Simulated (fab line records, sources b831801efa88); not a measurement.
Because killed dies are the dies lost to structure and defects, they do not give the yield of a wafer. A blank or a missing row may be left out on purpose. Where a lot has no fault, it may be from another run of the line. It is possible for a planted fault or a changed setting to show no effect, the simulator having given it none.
fab line records ; flow sfq_line
[record] lots = 5; wafers = 23
route steps=325 shown I6@277 M7@285 I7@304 M8@313
start_h: hours from the record's first day to the start of the lot's first wafer shown ; wait_h: hours since the lot's step before ; " unchanged from the row above ; L1.1+2: one row covering several wafers at once ; - no value, or no start was given ; * or withheld: withheld ; < > ~ a bound
route shown NAME@n: a module of which the file shows steps, and the number in the route of the first ; usual: average and standard deviation across the fault-free wafers ; same: alike in all rows ; chamber/n: place in a boat ; sites: the reading at each site ; _std_site: their standard deviation ; _edge_site: the outer-site mean with the inner-site mean subtracted ; radius_mm: for every site, how far away it sits from the centre of the wafer ; mask NAME#n: copy n ; behind: the most recent tool/chamber to have shaped the wafer ; hold: the reason the lot was held/the length of the hold in hours/how it ended ; device: whichever transistor did not switch (one of n, p or np) ; end of line: the tests these same wafers got at the end of their route ; for a step that has no rows: nothing shown but its recipe ; killed: count of dies lost to structure and defects at first sort (not the wafer's yield) ; map: a wafer's dies, x killed, . not, _ none there
set.NAME: the setting that was run; set.NAME@STEP: the one run at that earlier step ; model.NAME: the simulator's own value behind a step, which no gauge read
lots whose settings were changed on purpose; a table a step, a row a wafer
[[steps]]
[step SFQ_TRILAYER_I6_VIA_BARC_OPEN_VIA_ETCH_235]
[recipe] mask_material = PR; chemistry = O2; target_depth_nm = 125; target = BARC; source_w = 500; bias_w = 80; pressure_mtorr = 30; time_s = 41.7
[usual] oes_product_au = 0.685/0.0048
lot.wafer;tool;chamber;start_h;wait_h;set.time_s;set.dose_mj@TRILAYER_I6_VIA_LITHO_EXPOSE_170;oes_product_au;model.KrF_of_TRILAYER_I6_VIA_LITHO_COAT_169.thk_nm;model.I6.cd_nm
L075.2;rie_diel-01;3;1652.92;0.0;37.25;21.82;0.723;580.5;702.9
L075.3;rie_diel-01;0;1652.92;0.0;37.25;21.82;0.720;579.5;702.7
L075.4;rie_diel-01;2;1652.92;0.0;37.25;21.3;0.728;580.3;697.8
L075.5;rie_diel-01;1;1652.92;0.0;41.7;21.82;0.692;573.6;702.7
L075.6;rie_diel-01;0;1652.92;0.0;41.7;21.3;0.681;574.6;698.7
L076.1;rie_diel-04;0;1674.52;0.0;41.7;21.3;0.685;573;699.5
L076.2;rie_diel-04;3;1674.52;0.0;38.12;21.3;0.716;577.5;699.1
L076.3;rie_diel-04;1;1674.52;0.0;41.7;21.3;0.685;572.6;699.6
L076.4;rie_diel-04;2;1674.52;0.0;41.7;21.3;0.678;572.1;700
L076.5;rie_diel-04;3;1674.52;0.0;38.12;21.3;0.708;576.2;699.7
L080.1;rie_diel-04;1;1718.72;0.0;39.45;21.99;0.702;574.9;705.1
L080.2;rie_diel-04;2;1718.72;0.0;41.7;21.99;0.687;573.5;706.8
L080.3;rie_diel-04;0;1718.72;0.0;39.45;21.3;0.702;576;701.4
L080.4;rie_diel-04;3;1718.72;0.0;41.7;21.3;0.690;573.2;702.8
L080.5;rie_diel-04;0;1718.72;0.0;39.45;21.99;0.691;575.8;706.4
L082.1;rie_diel-01;0;1739.87;0.0;35.46;21.3;0.737;582.4;697.8
L082.3;rie_diel-01;3;1739.87;0.0;35.46;20.89;0.744;579.4;695
L082.4;rie_diel-01;2;1739.87;0.0;41.7;20.89;0.688;576;696
L082.5;rie_diel-01;2;1739.87;0.0;41.7;21.3;0.681;574;700
L082.6;rie_diel-01;3;1739.87;0.0;35.46;21.3;0.739;581.4;698
L085.1;rie_diel-03;2;1753.07;0.0;41.7;21.3;0.690;577.3;700.6
L085.2;rie_diel-03;3;1753.07;0.0;41.7;21.3;0.681;575.9;700.2
L085.6;rie_diel-03;3;1753.07;0.0;41.7;21.3;0.685;577;699.9
[step SFQ_TRILAYER_I6_VIA_ETCH_VIA_ETCH_172]
[recipe] target = SiO2; stop_on = Nb; mask_material = PR; taper_deg = 20; chemistry = CHF3; target_depth_nm = 260; source_w = 500; bias_w = 80; pressure_mtorr = 30; time_s = withheld
lot.wafer;tool;chamber;start_h;wait_h;set.dose_mj@TRILAYER_I6_VIA_LITHO_EXPOSE_170;set.time_s@TRILAYER_I6_VIA_BARC_OPEN_VIA_ETCH_235;model.KrF_of_TRILAYER_I6_VIA_LITHO_COAT_169.thk_nm;model.I6.cd_nm
L075.2;rie_diel-01;3;1652.96;0.0;21.82;*;535.1;704
L075.3;rie_diel-01;0;1652.96;0.0;21.82;*;534;701
L075.4;rie_diel-01;2;1652.96;0.0;21.3;*;534.9;697.1
L075.5;rie_diel-01;1;1652.96;0.0;21.82;*;529.2;703.3
L075.6;rie_diel-01;0;1652.96;0.0;21.3;*;529.2;697.8
L076.1;rie_diel-04;0;1674.56;0.0;21.3;*;528;699.4
L076.2;rie_diel-04;3;1674.56;0.0;21.3;*;532.2;698.9
L076.3;rie_diel-04;1;1674.56;0.0;21.3;*;527.8;700
L076.4;rie_diel-04;2;1674.56;0.0;21.3;*;526.8;701.7
L076.5;rie_diel-04;3;1674.56;0.0;21.3;*;531.6;699
L080.1;rie_diel-04;1;1718.76;0.0;21.99;*;530.3;705.3
L080.2;rie_diel-04;2;1718.76;0.0;21.99;*;528.5;708
L080.3;rie_diel-04;0;1718.76;0.0;21.3;*;531.4;701.1
L080.4;rie_diel-04;3;1718.76;0.0;21.3;*;528.1;702.6
L080.5;rie_diel-04;0;1718.76;0.0;21.99;*;530.9;704.8
L082.1;rie_diel-01;0;1739.91;0.0;21.3;*;537.9;696.7
L082.3;rie_diel-01;3;1739.91;0.0;20.89;*;534.6;694.2
L082.4;rie_diel-01;2;1739.91;0.0;20.89;*;531.3;693.6
L082.5;rie_diel-01;2;1739.91;0.0;21.3;*;529.4;697.9
L082.6;rie_diel-01;3;1739.91;0.0;21.3;*;536.6;698
L085.1;rie_diel-03;2;1753.11;0.0;21.3;*;532.6;699.8
L085.2;rie_diel-03;3;1753.11;0.0;21.3;*;531.3;700.2
L085.6;rie_diel-03;3;1753.11;0.0;21.3;*;532.1;699.7
[step SFQ_TRILAYER_M7_LITHO_COAT_182]
[recipe] resist = BARC; spin_rpm = 3000; resist_thk_nm = 62
lot.wafer;tool;chamber;start_h;wait_h;set.spin_rpm;model.BARC_of_TRILAYER_M7_LITHO_COAT_182.thk_nm
L075.2;litho_track-02;0;1654.22;0.1;2816;63.91
L075.3;litho_track-02;0;1654.22;0.1;3000;62.06
L075.4;litho_track-02;0;1654.22;0.1;3000;61.86
L075.5;litho_track-02;0;1654.22;0.1;3000;61.97
L075.6;litho_track-02;0;1654.22;0.1;2816;64.12
L076.1+3;litho_track-01;0;1675.77;0.1;3000;61.94
L076.2;litho_track-01;0;1675.77;0.1;3000;61.74
L076.4;litho_track-01;0;1675.77;0.1;3135;60.42
L076.5;litho_track-01;0;1675.77;0.1;3135;60.36
L080.1;litho_track-01;0;1719.95;0.1;3000;62.13
L080.2;litho_track-01;0;1719.95;0.1;2891;63.05
L080.3+4;litho_track-01;0;1719.95;0.1;3000;62.09
L080.5;litho_track-01;0;1719.95;0.1;2891;63.32
L082.1;litho_track-01;0;1741.10;0.1;3136;60.74
L082.3;litho_track-01;0;1741.10;0.1;3000;61.95
L082.4;litho_track-01;0;1741.10;0.1;3136;60.62
L082.5;litho_track-01;0;1741.10;0.1;3000;61.96
L082.6;litho_track-01;0;1741.10;0.1;3000;61.97
L085.1;litho_track-04;0;1754.32;0.1;3000;62.06
L085.2;litho_track-04;0;1754.32;0.1;3000;62.03
L085.6;litho_track-04;0;1754.32;0.1;3000;62.16
[step SFQ_TRILAYER_M7_LITHO_COAT_177]
[recipe] resist = KrF; spin_rpm = 3000; resist_thk_nm = 600
[step SFQ_TRILAYER_M7_LITHO_SOFTBAKE_181]
[recipe] temp_c = withheld; time_s = withheld; resist = KrF
[step SFQ_TRILAYER_M7_LITHO_DEVELOP_179]
[recipe] time_s = 60; resist = KrF
[step SFQ_TRILAYER_M7_BARC_OPEN_METAL_ETCH_229]
[recipe] mask_material = PR; chemistry = O2; target_depth_nm = 125; target = BARC; icp_w = 600; bias_w = 80; pressure_mtorr = 10; time_s = 41.7
lot.wafer;tool;chamber;start_h;wait_h;set.spin_rpm@TRILAYER_M7_LITHO_COAT_182;model.etch.depth_nm
L075.2;rie_metal-01;1;1737.47;0.0;2816;63.91
L075.3+4+5;rie_metal-01;1,0,1;1737.47;0.0;3000;-
L075.6;rie_metal-01;0;1737.47;0.0;2816;64.12
L076.1+3;rie_metal-02;0,1;1760.27;0.0;3000;61.94
L076.2;rie_metal-02;1;1760.27;0.0;3000;61.74
L076.4;rie_metal-02;0;1760.27;0.0;3135;60.42
L076.5;rie_metal-02;0;1760.27;0.0;3135;60.36
L080.1+4;rie_metal-01;0,1;1802.37;0.0;3000;-
L080.2+5;rie_metal-01;1;1802.37;0.0;2891;-
L080.3;rie_metal-01;0;1802.37;0.0;3000;62.09
L082.1;rie_metal-03;0;1828.77;0.0;3136;-
L082.3+5;rie_metal-03;1,0;1828.77;0.0;3000;-
L082.4;rie_metal-03;0;1828.77;0.0;3136;60.62
L082.6;rie_metal-03;1;1828.77;0.0;3000;61.97
L085.1;rie_metal-03;0;1847.19;0.0;3000;62.06
L085.2;rie_metal-03;0;1847.19;0.0;3000;62.03
L085.6;rie_metal-03;0;1847.19;0.0;3000;62.16
[step SFQ_TRILAYER_M7_ETCH_METAL_ETCH_180]
[recipe] target = Nb; stop_on = SiO2; mask_material = PR; chemistry = Cl2/Ar; target_depth_nm = 240; icp_w = 600; bias_w = 80; pressure_mtorr = 10; time_s = 120
lot.wafer;tool;chamber;start_h;wait_h;set.icp_w;model.KrF_of_TRILAYER_M7_LITHO_COAT_177.thk_nm
L075.2;rie_metal-01;1;1737.53;0.0;545.6;393.5
L075.3;rie_metal-01;1;1737.53;0.0;600;382.3
L075.4;rie_metal-01;0;1737.53;0.0;545.6;395.8
L075.5;rie_metal-01;1;1737.53;0.0;545.6;393.7
L075.6;rie_metal-01;0;1737.53;0.0;600;385.9
L076.1;rie_metal-02;0;1760.33;0.0;633.3;373.7
L076.2;rie_metal-02;1;1760.33;0.0;600;382.6
L076.3;rie_metal-02;1;1760.33;0.0;600;382.7
L076.4;rie_metal-02;0;1760.33;0.0;600;381.2
L076.5;rie_metal-02;0;1760.33;0.0;633.3;372.3
L080.1;rie_metal-01;0;1802.43;0.0;600;387.1
L080.2;rie_metal-01;1;1802.43;0.0;549.1;394.2
L080.3;rie_metal-01;0;1802.43;0.0;549.1;399.2
L080.4;rie_metal-01;1;1802.43;0.0;600;383.8
L080.5;rie_metal-01;1;1802.43;0.0;600;383.3
L082.1;rie_metal-03;0;1828.83;0.0;600;381.7
L082.3;rie_metal-03;1;1828.83;0.0;600;380.3
L082.4;rie_metal-03;0;1828.83;0.0;544.7;391.6
L082.5;rie_metal-03;0;1828.83;0.0;544.7;392.7
L082.6;rie_metal-03;1;1828.83;0.0;544.7;390.1
L085.1;rie_metal-03;0;1847.31;0.1;600;383
L085.2;rie_metal-03;0;1847.31;0.1;600;382.7
L085.6;rie_metal-03;0;1847.31;0.1;600;380.7
[step SFQ_TRILAYER_I7_VIA_LITHO_PEB_190]
[recipe] peb_temp_c = 115; peb_time_s = 60; resist = KrF
lot.wafer;tool;chamber;start_h;wait_h;set.peb_time_s
L075.2+4;litho_track-04;0;1840.88;0.8;56.5
L075.3+5+6;litho_track-04;0;1840.88;0.8;60
L076.1+3;litho_track-04;0;1854.06;1.0;60
L076.2+4+5;litho_track-04;0;1854.06;1.0;53.9
L080.1+2;litho_track-02;0;1900.07;1.0;52.53
L080.3+4+5;litho_track-02;0;1900.07;1.0;60
L082.1+3+4+5+6;litho_track-04;0;1929.00;1.0;60
L085.1+2+6;litho_track-03;0;1953.08;1.0;60
[step SFQ_TRILAYER_I7_VIA_LITHO_DEVELOP_189]
[recipe] time_s = 60; resist = KrF
[step SFQ_TRILAYER_I7_VIA_BARC_OPEN_VIA_ETCH_260]
[recipe] mask_material = PR; chemistry = O2; target_depth_nm = 125; target = BARC; source_w = 515.2; bias_w = 80; pressure_mtorr = 30; time_s = 41.7
lot.wafer;tool;chamber;start_h;wait_h;set.peb_time_s@TRILAYER_I7_VIA_LITHO_PEB_190;model.I7.cd_nm
L075.2;rie_diel-02;3;1841.19;0.0;56.5;989.8
L075.3;rie_diel-02;0;1841.19;0.0;60;998.9
L075.4;rie_diel-02;3;1841.19;0.0;56.5;988.4
L075.5;rie_diel-02;1;1841.19;0.0;60;998.4
L075.6;rie_diel-02;0;1841.19;0.0;60;997.2
L076.1;rie_diel-01;0;1854.39;0.0;60;1000
L076.2;rie_diel-01;1;1854.39;0.0;53.9;986.2
L076.3;rie_diel-01;1;1854.39;0.0;60;1001
L076.4;rie_diel-01;0;1854.39;0.0;53.9;984.8
L076.5;rie_diel-01;0;1854.39;0.0;53.9;984.2
L080.1;rie_diel-01;2;1900.41;0.0;52.53;977.2
L080.2;rie_diel-01;1;1900.41;0.0;52.53;979.7
L080.3;rie_diel-01;0;1900.41;0.0;60;998.7
L080.4;rie_diel-01;3;1900.41;0.0;60;998.6
L080.5;rie_diel-01;3;1900.41;0.0;60;998.5
L082.1+5;rie_diel-01;0;1929.33;0.0;60;1001
L082.3+6;rie_diel-01;1,3;1929.33;0.0;60;1000
L082.4;rie_diel-01;3;1929.33;0.0;60;1002
L085.1;rie_diel-02;2;1953.41;0.0;60;998.8
L085.2;rie_diel-02;0;1953.41;0.0;60;999.5
L085.6;rie_diel-02;2;1953.41;0.0;60;999.8
[step SFQ_TRILAYER_M8_LITHO_COAT_193]
[recipe] resist = KrF; spin_rpm = 3000; resist_thk_nm = 600
lot.wafer;tool;chamber;start_h;wait_h;set.spin_rpm;model.KrF_of_TRILAYER_M8_LITHO_COAT_193.thk_nm
L075.2;litho_track-01;0;-;-;2795;620.1
L075.3;litho_track-01;0;-;-;2795;622
L075.4;litho_track-01;0;-;-;3000;596.9
L075.5;litho_track-01;0;-;-;3000;598.6
L075.6;litho_track-01;0;-;-;2795;620.9
L076.1;litho_track-03;0;-;-;3000;596.6
L076.2;litho_track-03;0;-;-;3000;597.1
L076.3;litho_track-03;0;-;-;3128;584.8
L076.4;litho_track-03;0;-;-;3000;596.5
L076.5;litho_track-03;0;-;-;3128;582.7
L080.1;litho_track-03;0;-;-;3000;597.2
L080.2;litho_track-03;0;-;-;2794;618.2
L080.3;litho_track-03;0;-;-;2794;619.7
L080.4;litho_track-03;0;-;-;2794;619.6
L080.5;litho_track-03;0;-;-;3000;597.6
L082.1+6;litho_track-04;0;-;-;3000;598.2
L082.3;litho_track-04;0;-;-;2846;615.8
L082.4;litho_track-04;0;-;-;3000;599.3
L082.5;litho_track-04;0;-;-;2846;615.3
L085.1;litho_track-03;0;-;-;3000;603.1
L085.2;litho_track-03;0;-;-;3000;602.9
L085.6;litho_track-03;0;-;-;3000;603.2
[step SFQ_TRILAYER_M8_DEP_EVAP_198]
[recipe] material = Pt; angular_spread_deg = 1; target_thk_nm = 50; time_s = 250; power_w = 2000
lot.wafer;tool;chamber;start_h;wait_h;set.time_s;model.Pt_of_TRILAYER_M8_DEP_EVAP_198.thk_nm
L075.2;pvd_sputter-01;-;1940.28;0.0;260.6;51.57
L075.3;pvd_sputter-01;-;1940.28;0.0;250;49.35
L075.4;pvd_sputter-01;-;1940.28;0.0;250;49.39
L075.5;pvd_sputter-01;-;1940.28;0.0;260.6;50.98
L075.6;pvd_sputter-01;-;1940.28;0.0;250;49.23
L076.1;pvd_sputter-02;-;1955.88;0.0;250;50.79
L076.2;pvd_sputter-02;-;1955.88;0.0;250;50.64
L076.3;pvd_sputter-02;-;1955.88;0.0;276.4;55.51
L076.4;pvd_sputter-02;-;1955.88;0.0;276.4;55.77
L076.5;pvd_sputter-02;-;1955.88;0.0;276.4;56.04
L080.1;pvd_sputter-02;-;1998.00;0.0;272.4;54.47
L080.2;pvd_sputter-02;-;1998.00;0.0;250;50.15
L080.3;pvd_sputter-02;-;1998.00;0.0;250;49.8
L080.4;pvd_sputter-02;-;1998.00;0.0;272.4;54.52
L080.5;pvd_sputter-02;-;1998.00;0.0;272.4;54.3
L082.1;pvd_sputter-01;-;2028.13;0.0;217.3;43.33
L082.3;pvd_sputter-01;-;2028.13;0.0;250;49.79
L082.4;pvd_sputter-01;-;2028.13;0.0;250;49.94
L082.5;pvd_sputter-01;-;2028.13;0.0;217.3;43.35
L082.6;pvd_sputter-01;-;2028.13;0.0;217.3;43.16
L085.1;pvd_sputter-01;-;2049.85;0.0;250;50.16
L085.2;pvd_sputter-01;-;2049.85;0.0;250;49.87
L085.6;pvd_sputter-01;-;2049.85;0.0;250;49.91
[[key]]
[split] step = SFQ_TRILAYER_I6_VIA_BARC_OPEN_VIA_ETCH_235; setting = time_s; stated = 41.7; by = wafer
[response] step = SFQ_TRILAYER_I6_VIA_BARC_OPEN_VIA_ETCH_235; reading = oes_product_au; change = -0.00347; per = 1%; r = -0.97
[response] step = SFQ_TRILAYER_I6_VIA_BARC_OPEN_VIA_ETCH_235; reading = model.KrF_of_TRILAYER_I6_VIA_LITHO_COAT_169.thk_nm; change = -0.463; per = 1%; r = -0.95
[response] step = SFQ_TRILAYER_I6_VIA_ETCH_VIA_ETCH_172; reading = model.KrF_of_TRILAYER_I6_VIA_LITHO_COAT_169.thk_nm; change = -0.454; per = 1%; r = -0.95
[split] step = SFQ_TRILAYER_M7_LITHO_COAT_182; setting = spin_rpm; stated = 3000; by = wafer
[response] step = SFQ_TRILAYER_M7_LITHO_COAT_182; reading = model.BARC_of_TRILAYER_M7_LITHO_COAT_182.thk_nm; change = -0.317; per = 1%; r = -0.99
[response] step = SFQ_TRILAYER_M7_BARC_OPEN_METAL_ETCH_229; reading = model.etch.depth_nm; change = -0.321; per = 1%; r = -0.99
[split] step = SFQ_TRILAYER_M7_ETCH_METAL_ETCH_180; setting = icp_w; stated = 600; by = wafer
[response] step = SFQ_TRILAYER_M7_ETCH_METAL_ETCH_180; reading = model.KrF_of_TRILAYER_M7_LITHO_COAT_177.thk_nm; change = -1.27; per = 1%; r = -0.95
[split] step = SFQ_TRILAYER_I7_VIA_LITHO_PEB_190; setting = peb_time_s; stated = 60; by = wafer
[response] step = SFQ_TRILAYER_I7_VIA_BARC_OPEN_VIA_ETCH_260; reading = model.I7.cd_nm; change = +1.57; per = 1%; r = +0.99
[split] step = SFQ_TRILAYER_M8_LITHO_COAT_193; setting = spin_rpm; stated = 3000; by = wafer
[response] step = SFQ_TRILAYER_M8_LITHO_COAT_193; reading = model.KrF_of_TRILAYER_M8_LITHO_COAT_193.thk_nm; change = -3.26; per = 1%; r = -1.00
[split] step = SFQ_TRILAYER_M8_DEP_EVAP_198; setting = time_s; stated = 250; by = wafer
[response] step = SFQ_TRILAYER_M8_DEP_EVAP_198; reading = model.Pt_of_TRILAYER_M8_DEP_EVAP_198.thk_nm; change = +0.493; per = 1%; r = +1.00
split outside_this_file step=SFQ_TRILAYER_I6_VIA_LITHO_EXPOSE_170 setting=dose_mj
// split outside_this_file: this setting was split too, and the file shows its column; the key of that split is in another file
